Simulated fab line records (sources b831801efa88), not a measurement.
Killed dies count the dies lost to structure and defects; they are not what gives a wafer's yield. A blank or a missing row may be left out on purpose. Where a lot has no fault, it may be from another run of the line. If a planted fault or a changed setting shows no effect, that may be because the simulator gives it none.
fab line records / flow sky130
record: lots: 5 wafers: 12 lastDay: 49
route steps=708 shown LI_CONTACT@376 LOCAL_INTERCONNECT@387 PAD_OPEN@708
lots with no fault: from the same line, run without faults
startH: start of the lot's first displayed wafer, in hours after the record's first day / waitH: hours elapsed since this lot's preceding step / " identical to the entry in the row above / L1.1+2: several wafers, shown together as one row / - no value, or no start was given / * or withheld: withheld / < > ~ a bound
route shown NAME@n: NAME is a module with steps in the file, n the number in the route of the first one / usual: mean and standard deviation over wafers with no fault / same: alike in all rows / chamber/n: place in a boat / sites: per-site readings / _std_site: how widely they spread, as a standard deviation / _edge_site: inner sites' mean taken away from outer sites' mean / radiusMm: how far each site lies from the wafer's centre / mask NAME#n: copy n / behind: tool/chamber where the wafer was last shaped / hold: why the lot went on hold/how many hours it stayed there/how the hold came to an end / device: whichever transistor did not switch (one of n, p or np) / end of line: the route-end tests of the same wafers / for a step that has no rows: nothing shown but its recipe / killed: at the first sort, the dies lost to defects and structure; wafer yield is something else / map: dies across one wafer; x = killed, . = not, _ = none there
set.NAME: setting as actually run; set.NAME@STEP: the setting as run at that earlier step / model.NAME: the simulator's own value behind a step, which no gauge read
lots at some steps of the route; a table a step, a row a wafer
services: the hour from which a tool's chamber was out of use, counted from the record's first day as startH (under 0 if before that day), plus the number of hours and why
== steps ==
step: SKY_LI_CONTACT_ETCH_14
recipe: chemistry: N2/H2 target: BARC ionEnergyEv: 200 sourceW: 500 biasW: 100 pressureMtorr: 30 n2FlowSccm: 100 h2FlowSccm: 200 stopOn: SiO2 timeS: 45.9 targetDepthA: 600
step: SKY_LI_CONTACT_ETCH_15
recipe: target: PSG chemistry: C4F8/O2/Ar stopOn: Si taperDeg: 4.15 maskMaterial: KrF-thick sourceW: 1500 biasW: 1200 pressureMtorr: 40 c4f8FlowSccm: withheld O2_flow_sccm: 6 Ar_flow_sccm: 300 timeS: withheld targetDepthA: 6000
step: SKY_LI_CONTACT_STRIP_16
recipe: chemistry: O2/N2 powerW: 1400 pressureMtorr: 1500 platenTempC: withheld o2FlowSccm: 3000 n2FlowSccm: 300 overashFraction: 0.5
step: SKY_LI_CONTACT_CLEAN_17
recipe: chemistry: NMP timeS: 600 tempC: 60 dry: n2Spin
step: SKY_LI_CONTACT_PRE_CLEAN_18
recipe: gas: Ar timeS: 5.6 biasV: 358
step: SKY_LI_CONTACT_SPUTTER_19
recipe: material: Ti targetThkNm: 20 chamberPressurePa: 5 powerW: 2500 substrateTempC: 200 timeS: 106.37
step: SKY_LI_CONTACT_SPUTTER_20
recipe: material: TiN targetThkNm: 20 chamberPressurePa: 5 powerW: 4000 timeS: 80
step: SKY_LI_CONTACT_CVD_21
recipe: material: W targetThkNm: 400 timeS: 120.56 tempC: 400 pressureTorr: 40
step: SKY_LI_CONTACT_CMP_24
recipe: stopOn: PSG tOverpolishS: 20 downForcePsi: 3.5 platenRpm: 60 targetThkNm: 0 padVelocityMS: 0.94248
step: SKY_LOCAL_INTERCONNECT_SPUTTER_00
recipe: material: TiN targetThkNm: 100 tempC: 300 powerW: 6500 timeS: 83.3 chamberPressurePa: 0.4
usual: throttleValvePct: 30.2/1.3
lot.wafer=L530.1 tool=pvdSputter-01 chamber=- startH=681.23 waitH=0.2 throttleValvePct=28.6 model.TiN_of_LOCAL_INTERCONNECT_SPUTTER_00.thkNm=100.1
lot.wafer=L530.5 tool=pvdSputter-01 chamber=- startH=681.23 waitH=0.2 throttleValvePct=30.1 model.TiN_of_LOCAL_INTERCONNECT_SPUTTER_00.thkNm=99.89
lot.wafer=L530.6 tool=pvdSputter-01 chamber=- startH=681.23 waitH=0.2 throttleValvePct=33.1 model.TiN_of_LOCAL_INTERCONNECT_SPUTTER_00.thkNm=100.2
lot.wafer=L538.2 tool=pvdSputter-01 chamber=- startH=770.00 waitH=0.2 throttleValvePct=30.1 model.TiN_of_LOCAL_INTERCONNECT_SPUTTER_00.thkNm=133.8
lot.wafer=L538.3 tool=pvdSputter-01 chamber=- startH=770.00 waitH=0.2 throttleValvePct=32.9 model.TiN_of_LOCAL_INTERCONNECT_SPUTTER_00.thkNm=100.3
lot.wafer=L539.2 tool=pvdSputter-01 chamber=- startH=775.30 waitH=0.2 throttleValvePct=29.7 model.TiN_of_LOCAL_INTERCONNECT_SPUTTER_00.thkNm=133.6
lot.wafer=L539.6 tool=pvdSputter-01 chamber=- startH=775.30 waitH=0.2 throttleValvePct=32.8 model.TiN_of_LOCAL_INTERCONNECT_SPUTTER_00.thkNm=100
lot.wafer=L540.2 tool=pvdSputter-01 chamber=- startH=781.15 waitH=0.1 throttleValvePct=32.7 model.TiN_of_LOCAL_INTERCONNECT_SPUTTER_00.thkNm=134.7
lot.wafer=L540.3 tool=pvdSputter-01 chamber=- startH=781.15 waitH=0.1 throttleValvePct=28.5 model.TiN_of_LOCAL_INTERCONNECT_SPUTTER_00.thkNm=100.7
lot.wafer=L546.1 tool=pvdSputter-04 chamber=- startH=827.67 waitH=0.2 throttleValvePct=29.7 model.TiN_of_LOCAL_INTERCONNECT_SPUTTER_00.thkNm=99.84
lot.wafer=L546.5 tool=pvdSputter-04 chamber=- startH=827.67 waitH=0.2 throttleValvePct=29.2 model.TiN_of_LOCAL_INTERCONNECT_SPUTTER_00.thkNm=99.05
lot.wafer=L546.6 tool=pvdSputter-04 chamber=- startH=827.67 waitH=0.2 throttleValvePct=29.7 model.TiN_of_LOCAL_INTERCONNECT_SPUTTER_00.thkNm=97.98
step: SKY_LOCAL_INTERCONNECT_RS_MEAS_01
recipe: thkMeasGauge: four-point-probe reads: TiN_of_LOCAL_INTERCONNECT_SPUTTER_00
usual: LOCAL_INTERCONNECT_TIN_RS: 14.26/0.13
lot.wafer=L530.1 tool=filmMetro-04 chamber=- startH=681.30 waitH=0.0 LOCAL_INTERCONNECT_TIN_RS[ohm/sq]=14.16
lot.wafer=L530.5 tool=filmMetro-04 chamber=- startH=681.30 waitH=0.0 LOCAL_INTERCONNECT_TIN_RS[ohm/sq]=14.16
lot.wafer=L530.6 tool=filmMetro-04 chamber=- startH=681.30 waitH=0.0 LOCAL_INTERCONNECT_TIN_RS[ohm/sq]=14.12
lot.wafer=L538.2 tool=filmMetro-02 chamber=- startH=770.08 waitH=0.1 LOCAL_INTERCONNECT_TIN_RS[ohm/sq]=10.44
lot.wafer=L538.3 tool=filmMetro-02 chamber=- startH=770.08 waitH=0.1 LOCAL_INTERCONNECT_TIN_RS[ohm/sq]=14.09
lot.wafer=L539.2 tool=filmMetro-02 chamber=- startH=775.39 waitH=0.1 LOCAL_INTERCONNECT_TIN_RS[ohm/sq]=10.48
lot.wafer=L539.6 tool=filmMetro-02 chamber=- startH=775.39 waitH=0.1 LOCAL_INTERCONNECT_TIN_RS[ohm/sq]=14.14
lot.wafer=L540.2 tool=filmMetro-02 chamber=- startH=781.23 waitH=0.1 LOCAL_INTERCONNECT_TIN_RS[ohm/sq]=10.39
lot.wafer=L540.3 tool=filmMetro-02 chamber=- startH=781.23 waitH=0.1 LOCAL_INTERCONNECT_TIN_RS[ohm/sq]=14.06
lot.wafer=L546.1 tool=filmMetro-01 chamber=- startH=827.73 waitH=0.0 LOCAL_INTERCONNECT_TIN_RS[ohm/sq]=14.17
lot.wafer=L546.5 tool=filmMetro-01 chamber=- startH=827.73 waitH=0.0 LOCAL_INTERCONNECT_TIN_RS[ohm/sq]=14.32
lot.wafer=L546.6 tool=filmMetro-01 chamber=- startH=827.73 waitH=0.0 LOCAL_INTERCONNECT_TIN_RS[ohm/sq]=14.44
step: SKY_LOCAL_INTERCONNECT_THK_MEAS_02
recipe: thkMeasGauge: xrf reads: TiN_of_LOCAL_INTERCONNECT_SPUTTER_00
usual: LOCAL_INTERCONNECT_TIN_THK: 99.0/0.91
lot.wafer=L530.1 tool=filmMetro-04 chamber=- startH=681.42 waitH=0.1 LOCAL_INTERCONNECT_TIN_THK[nm]=100.7
lot.wafer=L530.5 tool=filmMetro-04 chamber=- startH=681.42 waitH=0.1 LOCAL_INTERCONNECT_TIN_THK[nm]=100.1
lot.wafer=L530.6 tool=filmMetro-04 chamber=- startH=681.42 waitH=0.1 LOCAL_INTERCONNECT_TIN_THK[nm]=100.7
lot.wafer=L538.2 tool=filmMetro-02 chamber=- startH=770.19 waitH=0.1 LOCAL_INTERCONNECT_TIN_THK[nm]=133.5
lot.wafer=L538.3 tool=filmMetro-02 chamber=- startH=770.19 waitH=0.1 LOCAL_INTERCONNECT_TIN_THK[nm]=99.8
lot.wafer=L539.2 tool=filmMetro-02 chamber=- startH=775.50 waitH=0.1 LOCAL_INTERCONNECT_TIN_THK[nm]=133.1
lot.wafer=L539.6 tool=filmMetro-02 chamber=- startH=775.50 waitH=0.1 LOCAL_INTERCONNECT_TIN_THK[nm]=99.4
lot.wafer=L540.2 tool=filmMetro-02 chamber=- startH=781.34 waitH=0.1 LOCAL_INTERCONNECT_TIN_THK[nm]=134.1
lot.wafer=L540.3 tool=filmMetro-02 chamber=- startH=781.34 waitH=0.1 LOCAL_INTERCONNECT_TIN_THK[nm]=100.1
lot.wafer=L546.1 tool=filmMetro-01 chamber=- startH=827.85 waitH=0.1 LOCAL_INTERCONNECT_TIN_THK[nm]=99.5
lot.wafer=L546.5 tool=filmMetro-01 chamber=- startH=827.85 waitH=0.1 LOCAL_INTERCONNECT_TIN_THK[nm]=98.7
lot.wafer=L546.6 tool=filmMetro-01 chamber=- startH=827.85 waitH=0.1 LOCAL_INTERCONNECT_TIN_THK[nm]=97.7
step: SKY_LOCAL_INTERCONNECT_DEHYDRATE_03
recipe: tempC: 200 timeS: 60
step: SKY_LOCAL_INTERCONNECT_HMDS_04
recipe: primeTimeS: 60 primeTempC: 120
step: SKY_LOCAL_INTERCONNECT_COAT_05
recipe: resist: BARC tempC: withheld timeS: withheld spinRpm: 3000 resistThkNm: 60
step: SKY_LOCAL_INTERCONNECT_COAT_06
recipe: resist: KrF-thick spinRpm: 3000 resistThkNm: 450
step: SKY_LOCAL_INTERCONNECT_SOFTBAKE_07
recipe: tempC: 100 timeS: 90 resist: KrF-thick
step: SKY_LOCAL_INTERCONNECT_EXPOSE_08
recipe: maskId: LI1M na: 0.8 sourceShape: annular sigmaInner: 0.55 sigmaOuter: 0.85 targetCdNm: 170 doseMj: 28
step: SKY_LOCAL_INTERCONNECT_PEB_09
recipe: pebTempC: withheld pebTimeS: withheld resist: KrF-thick
step: SKY_LOCAL_INTERCONNECT_DEVELOP_10
recipe: developTimeS: 60 resist: KrF-thick devTempC: 21
step: SKY_LOCAL_INTERCONNECT_ETCH_13
recipe: chemistry: N2/H2 target: BARC ionEnergyEv: 200 biasW: 100 pressureMtorr: 30 n2FlowSccm: 100 h2FlowSccm: 200 icpW: 500 stopOn: SiO2 timeS: 45.9 targetDepthA: 600
step: SKY_LOCAL_INTERCONNECT_METAL_ETCH_14
recipe: targetDepthNm: 110 stopOn: PSG chemistry: Cl2/BCl3 target: TiN resistSidewallDeg: 88 pressureMtorr: 10 icpW: 900 biasW: 48.5 Cl2_flow_sccm: 60 bcl3FlowSccm: 30 timeS: 31.4
usual: drypumpMotorCurrentA: 5.7/0.46 mfcCl2Sccm: 59.98/0.19 oesProductAu: 0.937/0.0063 throttleValvePct: 21.904/0.0096
lot.wafer=L530.1 tool=rieMetal-01 chamber=1 startH=710.19 waitH=0.0 drypumpMotorCurrentA=5.2 mfcCl2Sccm=59.93 oesProductAu=0.936 rfHoursCounterH=14 throttleValvePct=21.900
lot.wafer=L530.5 tool=rieMetal-01 chamber=1 startH=710.19 waitH=0.0 drypumpMotorCurrentA=5.2 mfcCl2Sccm=60.08 oesProductAu=0.948 rfHoursCounterH=- throttleValvePct=21.913
lot.wafer=L530.6 tool=rieMetal-01 chamber=0 startH=710.19 waitH=0.0 drypumpMotorCurrentA=6.3 mfcCl2Sccm=59.84 oesProductAu=0.944 rfHoursCounterH=- throttleValvePct=21.896
lot.wafer=L538.2 tool=rieMetal-01 chamber=1 startH=794.22 waitH=0.1 drypumpMotorCurrentA=5.2 mfcCl2Sccm=60.02 oesProductAu=0.989 rfHoursCounterH=- throttleValvePct=21.872
lot.wafer=L538.3 tool=rieMetal-01 chamber=1 startH=794.22 waitH=0.1 drypumpMotorCurrentA=5.2 mfcCl2Sccm=59.76 oesProductAu=0.941 rfHoursCounterH=- throttleValvePct=21.903
lot.wafer=L539.2 tool=rieMetal-03 chamber=0 startH=799.63 waitH=0.0 drypumpMotorCurrentA=6.0 mfcCl2Sccm=59.86 oesProductAu=0.999 rfHoursCounterH=3 throttleValvePct=21.866
lot.wafer=L539.6 tool=rieMetal-03 chamber=0 startH=799.63 waitH=0.0 drypumpMotorCurrentA=6.0 mfcCl2Sccm=59.79 oesProductAu=0.936 rfHoursCounterH=- throttleValvePct=21.905
lot.wafer=L540.2 tool=rieMetal-03 chamber=1 startH=804.69 waitH=0.0 drypumpMotorCurrentA=5.1 mfcCl2Sccm=59.92 oesProductAu=1.001 rfHoursCounterH=0 throttleValvePct=21.844
lot.wafer=L540.3 tool=rieMetal-03 chamber=1 startH=804.69 waitH=0.0 drypumpMotorCurrentA=5.2 mfcCl2Sccm=60.13 oesProductAu=0.941 rfHoursCounterH=- throttleValvePct=21.907
lot.wafer=L546.1 tool=rieMetal-01 chamber=0 startH=854.73 waitH=0.0 drypumpMotorCurrentA=6.3 mfcCl2Sccm=59.80 oesProductAu=0.934 rfHoursCounterH=2 throttleValvePct=21.911
lot.wafer=L546.5 tool=rieMetal-01 chamber=1 startH=854.73 waitH=0.0 drypumpMotorCurrentA=5.2 mfcCl2Sccm=59.90 oesProductAu=0.942 rfHoursCounterH=- throttleValvePct=21.918
lot.wafer=L546.6 tool=rieMetal-01 chamber=0 startH=854.73 waitH=0.0 drypumpMotorCurrentA=6.3 mfcCl2Sccm=59.89 oesProductAu=0.924 rfHoursCounterH=- throttleValvePct=21.902
step: SKY_LOCAL_INTERCONNECT_STRIP_15
recipe: chemistry: O2/N2 powerW: 1400 pressureMtorr: 1500 platenTempC: withheld o2FlowSccm: 3000 n2FlowSccm: 300 overashFraction: 0.5
step: SKY_LOCAL_INTERCONNECT_STRIP_16
recipe: chemistry: postEtchResidueRemover timeS: 1200 tempC: 72.5
lot.wafer=L530.1 tool=wetBench-02 chamber=2 startH=710.34 waitH=0.1 model.TiN_of_LOCAL_INTERCONNECT_SPUTTER_00.thkNm=99.63
lot.wafer=L530.5 tool=wetBench-02 chamber=2 startH=710.34 waitH=0.1 model.TiN_of_LOCAL_INTERCONNECT_SPUTTER_00.thkNm=99.47
lot.wafer=L530.6 tool=wetBench-02 chamber=2 startH=710.34 waitH=0.1 model.TiN_of_LOCAL_INTERCONNECT_SPUTTER_00.thkNm=99.82
lot.wafer=L538.2 tool=wetBench-02 chamber=2 startH=794.41 waitH=0.1 model.TiN_of_LOCAL_INTERCONNECT_SPUTTER_00.thkNm=133.4
lot.wafer=L538.3 tool=wetBench-02 chamber=2 startH=794.41 waitH=0.1 model.TiN_of_LOCAL_INTERCONNECT_SPUTTER_00.thkNm=99.84
lot.wafer=L539.2 tool=wetBench-03 chamber=3 startH=799.78 waitH=0.1 model.TiN_of_LOCAL_INTERCONNECT_SPUTTER_00.thkNm=133.2
lot.wafer=L539.6 tool=wetBench-03 chamber=3 startH=799.78 waitH=0.1 model.TiN_of_LOCAL_INTERCONNECT_SPUTTER_00.thkNm=99.6
lot.wafer=L540.2 tool=wetBench-04 chamber=3 startH=804.84 waitH=0.1 model.TiN_of_LOCAL_INTERCONNECT_SPUTTER_00.thkNm=134.3
lot.wafer=L540.3 tool=wetBench-04 chamber=3 startH=804.84 waitH=0.1 model.TiN_of_LOCAL_INTERCONNECT_SPUTTER_00.thkNm=100.2
lot.wafer=L546.1 tool=wetBench-02 chamber=2 startH=854.88 waitH=0.1 model.TiN_of_LOCAL_INTERCONNECT_SPUTTER_00.thkNm=99.41
lot.wafer=L546.5 tool=wetBench-02 chamber=2 startH=854.88 waitH=0.1 model.TiN_of_LOCAL_INTERCONNECT_SPUTTER_00.thkNm=98.63
lot.wafer=L546.6 tool=wetBench-02 chamber=2 startH=854.88 waitH=0.1 model.TiN_of_LOCAL_INTERCONNECT_SPUTTER_00.thkNm=97.56
step: SKY_LOCAL_INTERCONNECT_CLEAN_17
recipe: chemistry: IPA timeS: 180 tempC: 25
step: SKY_PAD_OPEN_PROBE_99
usual: killed_at_M0_to_M3: 43/6.6 killed_at_M4_up: 3.2/1.8 killedAtContacts: 24/5 killedAtFrontEnd: 15/4.5 killedAtOther: 0.2/0.46 killedDies: 86/8.8 killedOnRim: 16/3.4 killedOpen: 48/6.6 killedShort: 38/6.1
same: grossDies: 492 killedAtBackSide: 0
lot.wafer=L538.2 tool=prober-02 chamber=- startH=1139.84 waitH=0.1 killed_at_M0_to_M3=37 killed_at_M4_up=3 killedAtContacts=434 killedAtFrontEnd=17 killedAtOther=1 killedDies=492 killedOnRim=96 killedOpen=48 killedShort=37
lot.wafer=L539.2 tool=prober-01 chamber=- startH=1146.44 waitH=0.1 killed_at_M0_to_M3=44 killed_at_M4_up=5 killedAtContacts=436 killedAtFrontEnd=7 killedAtOther=0 killedDies=492 killedOnRim=96 killedOpen=47 killedShort=34
lot.wafer=L540.2 tool=prober-02 chamber=- startH=1148.85 waitH=0.1 killed_at_M0_to_M3=45 killed_at_M4_up=5 killedAtContacts=429 killedAtFrontEnd=13 killedAtOther=0 killedDies=492 killedOnRim=96 killedOpen=40 killedShort=40
lot.wafer=L540.3 tool=prober-02 chamber=- startH=1148.90 waitH=0.2 killed_at_M0_to_M3=49 killed_at_M4_up=1 killedAtContacts=32 killedAtFrontEnd=13 killedAtOther=0 killedDies=95 killedOnRim=17 killedOpen=58 killedShort=37
lot.wafer=L546.1 tool=prober-02 chamber=- startH=1184.81 waitH=0.1 killed_at_M0_to_M3=40 killed_at_M4_up=2 killedAtContacts=36 killedAtFrontEnd=13 killedAtOther=0 killedDies=91 killedOnRim=16 killedOpen=56 killedShort=35
lot.wafer=L546.5 tool=prober-02 chamber=- startH=1185.01 waitH=0.2 killed_at_M0_to_M3=39 killed_at_M4_up=0 killedAtContacts=24 killedAtFrontEnd=9 killedAtOther=0 killedDies=72 killedOnRim=9 killedOpen=44 killedShort=28
lot.wafer=L546.6 tool=prober-02 chamber=- startH=1185.06 waitH=0.2 killed_at_M0_to_M3=39 killed_at_M4_up=3 killedAtContacts=25 killedAtFrontEnd=19 killedAtOther=0 killedDies=86 killedOnRim=18 killedOpen=50 killedShort=36
killed by level:class
L538.2 LOCAL_INTERCONNECT:areaEtch=407 CONTACT:geometricParticle:open=11 VIA1:geometricParticle:open=11 LI_CONTACT:geometricParticle:open=7 FIELD_ISO:geometricParticle:open=6 VIA1:geometricParticle:short=6 FIELD_ISO:geometricParticle:short=5 VIA3:geometricParticle:open=4
L539.2 LOCAL_INTERCONNECT:areaEtch=411 VIA1:geometricParticle:open=10 VIA3:geometricParticle:open=10 CONTACT:geometricParticle:open=8 METAL1:geometricParticle:short=7 CONTACT:geometricParticle:short=5 LI_CONTACT:geometricParticle:open=5 LOCAL_INTERCONNECT:geometricParticle:short=5
L540.2 LOCAL_INTERCONNECT:areaEtch=412 VIA1:geometricParticle:open=13 LI_CONTACT:geometricParticle:open=6 VIA1:geometricParticle:short=6 CONTACT:geometricParticle:short=5 METAL2:geometricParticle:short=5 VIA2:geometricParticle:open=5 FIELD_ISO:geometricParticle:short=4
L540.3 LI_CONTACT:geometricParticle:open=14 VIA1:geometricParticle:open=14 METAL2:geometricParticle:short=9 VIA3:geometricParticle:open=8 POLY_GATE:geometricParticle:open=7 CONTACT:geometricParticle:open=6 LI_CONTACT:geometricParticle:short=6 METAL3:geometricParticle:short=6
L546.1 CONTACT:geometricParticle:open=16 VIA3:geometricParticle:open=11 LI_CONTACT:geometricParticle:open=9 VIA1:geometricParticle:open=6 METAL2:geometricParticle:short=5 LI_CONTACT:geometricParticle:short=4 CONTACT:geometricParticle:short=4 LOCAL_INTERCONNECT:geometricParticle:short=3
L546.5 VIA1:geometricParticle:open=15 CONTACT:geometricParticle:open=8 LI_CONTACT:geometricParticle:open=7 CONTACT:geometricParticle:short=5 METAL1:geometricParticle:open=5 VIA1:geometricParticle:short=4 METAL2:geometricParticle:short=4 FIELD_ISO:geometricParticle:short=3
L546.6 VIA1:geometricParticle:open=12 CONTACT:geometricParticle:open=9 CONTACT:geometricParticle:short=7 LI_CONTACT:geometricParticle:open=6 VIA3:geometricParticle:open=5 FIELD_ISO:geometricParticle:open=4 POLY_GATE:geometricParticle:short=4 METAL2:geometricParticle:open=4
map L538.2 (x killed, . not)
__________xxxxxxxxxx_________
________xxxxxxxxxxxxxx_______
______xxxxxxxxxxxxxxxxxx_____
_____xxxxxxxxxxxxxxxxxxxx____
____xxxxxxxxxxxxxxxxxxxxxx___
___xxxxxxxxxxxxxxxxxxxxxxxx__
__xxxxxxxxxxxxxxxxxxxxxxxxxx_
_xxxxxxxxxxxxxxxxxxxxxxxxxxxx
_xxxxxxxxxxxxxxxxxxxxxxxxxxxx
_xxxxxxxxxxxxxxxxxxxxxxxxxxxx
_xxxxxxxxxxxxxxxxxxxxxxxxxxxx
_xxxxxxxxxxxxxxxxxxxxxxxxxxxx
_xxxxxxxxxxxxxxxxxxxxxxxxxxxx
_xxxxxxxxxxxxxxxxxxxxxxxxxxxx
_xxxxxxxxxxxxxxxxxxxxxxxxxxxx
__xxxxxxxxxxxxxxxxxxxxxxxxxx_
___xxxxxxxxxxxxxxxxxxxxxxxx__
____xxxxxxxxxxxxxxxxxxxxxx___
_____xxxxxxxxxxxxxxxxxxxx____
______xxxxxxxxxxxxxxxxxx_____
________xxxxxxxxxxxxxx_______
__________xxxxxxxxxx_________
map L539.2 (x killed, . not)
__________xxxxxxxxxx_________
________xxxxxxxxxxxxxx_______
______xxxxxxxxxxxxxxxxxx_____
_____xxxxxxxxxxxxxxxxxxxx____
____xxxxxxxxxxxxxxxxxxxxxx___
___xxxxxxxxxxxxxxxxxxxxxxxx__
__xxxxxxxxxxxxxxxxxxxxxxxxxx_
_xxxxxxxxxxxxxxxxxxxxxxxxxxxx
_xxxxxxxxxxxxxxxxxxxxxxxxxxxx
_xxxxxxxxxxxxxxxxxxxxxxxxxxxx
_xxxxxxxxxxxxxxxxxxxxxxxxxxxx
_xxxxxxxxxxxxxxxxxxxxxxxxxxxx
_xxxxxxxxxxxxxxxxxxxxxxxxxxxx
_xxxxxxxxxxxxxxxxxxxxxxxxxxxx
_xxxxxxxxxxxxxxxxxxxxxxxxxxxx
__xxxxxxxxxxxxxxxxxxxxxxxxxx_
___xxxxxxxxxxxxxxxxxxxxxxxx__
____xxxxxxxxxxxxxxxxxxxxxx___
_____xxxxxxxxxxxxxxxxxxxx____
______xxxxxxxxxxxxxxxxxx_____
________xxxxxxxxxxxxxx_______
__________xxxxxxxxxx_________
== services ==
tool=rieMetal-03 chamber=1 startH=683.25 hours=4.8 kind=repair
tool=wetBench-04 chamber=- startH=689.02 hours=7.8 kind=repair
tool=rieMetal-03 chamber=0 startH=708.59 hours=- kind=clean
tool=rieMetal-03 chamber=0 startH=708.59 hours=14.3 kind=scheduledDown
tool=rieMetal-03 chamber=0 startH=708.59 hours=14.3 kind=ventCycle
tool=rieMetal-01 chamber=1 startH=727.19 hours=- kind=clean
tool=rieMetal-01 chamber=1 startH=727.19 hours=24.9 kind=scheduledDown
tool=rieMetal-01 chamber=1 startH=727.19 hours=24.9 kind=ventCycle
tool=pvdSputter-04 chamber=- startH=732.44 hours=9.8 kind=repair
tool=pvdSputter-04 chamber=- startH=758.12 hours=4.4 kind=repair
tool=pvdSputter-04 chamber=- startH=762.76 hours=1.7 kind=repair
tool=rieMetal-01 chamber=0 startH=770.58 hours=- kind=clean
tool=rieMetal-01 chamber=0 startH=770.58 hours=24.4 kind=scheduledDown
tool=rieMetal-01 chamber=0 startH=770.58 hours=24.4 kind=ventCycle
tool=rieMetal-03 chamber=1 startH=782.13 hours=- kind=clean
tool=rieMetal-03 chamber=1 startH=782.13 hours=13.1 kind=scheduledDown
tool=rieMetal-03 chamber=1 startH=782.13 hours=13.1 kind=ventCycle
tool=pvdSputter-01 chamber=- startH=808.68 hours=3.4 kind=repair
tool=wetBench-04 chamber=- startH=810.65 hours=2.0 kind=repair
tool=pvdSputter-01 chamber=- startH=828.97 hours=0.7 kind=repair
== key ==
firstSign: step: SKY_LOCAL_INTERCONNECT_RS_MEAS_01 reading: LOCAL_INTERCONNECT_TIN_RS direction: down sigmas: 30 usual: 14.26 struck: 10.44
effect: step: SKY_LOCAL_INTERCONNECT_THK_MEAS_02 reading: LOCAL_INTERCONNECT_TIN_THK direction: up sigmas: 38 usual: 99.0 struck: 133.6
effect: step: SKY_LOCAL_INTERCONNECT_METAL_ETCH_14 reading: oesProductAu direction: up sigmas: 9.4 usual: 0.937 struck: 0.997
effect: step: SKY_PAD_OPEN_PROBE_99 reading: killedAtContacts direction: up sigmas: 82 usual: 24 struck: 433
modelEffect: step: SKY_LOCAL_INTERCONNECT_SPUTTER_00 value: TiN_of_LOCAL_INTERCONNECT_SPUTTER_00.thkNm without: 99.55 struck: 134
modelEffect: step: SKY_LOCAL_INTERCONNECT_STRIP_16 value: TiN_of_LOCAL_INTERCONNECT_SPUTTER_00.thkNm without: 99.13 struck: 133.6
moreKillsBornAt: SKY_LOCAL_INTERCONNECT_METAL_ETCH_14@rieMetal-03: 823 SKY_LOCAL_INTERCONNECT_METAL_ETCH_14@rieMetal-01: 407
metAt SKY_LOCAL_INTERCONNECT_SPUTTER_00
struckWafers L538.2,L539.2,L540.2
laterRowsLeftOut L538.2,L539.2,L540.2
testerLeftOut L538,L539,L540
onsetBetween 681.23 770.00
fault: kind: processParameterDrift tool: pvdSputter-01 chamber: - onsetH: 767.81 steps: SKY_LOCAL_INTERCONNECT_SPUTTER_00 channel: targetThkNm offset: 34.496 shape: step endH: 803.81 scope: struckWafersOnly actsIn: theseRecipesOnly stated: 100
testerLeftOut: of these lots the tester's yield and bins aren't shown, on N5 and GAA mostly nor the transistor test; their killed dies are dies lost to structure and defects alone, not to doping, threshold or leakage, so they don't give the yield
laterRowsLeftOut: the simulator's readings of these wafers behind a module that went badly wrong aren't trusted and aren't shown, but for the sort
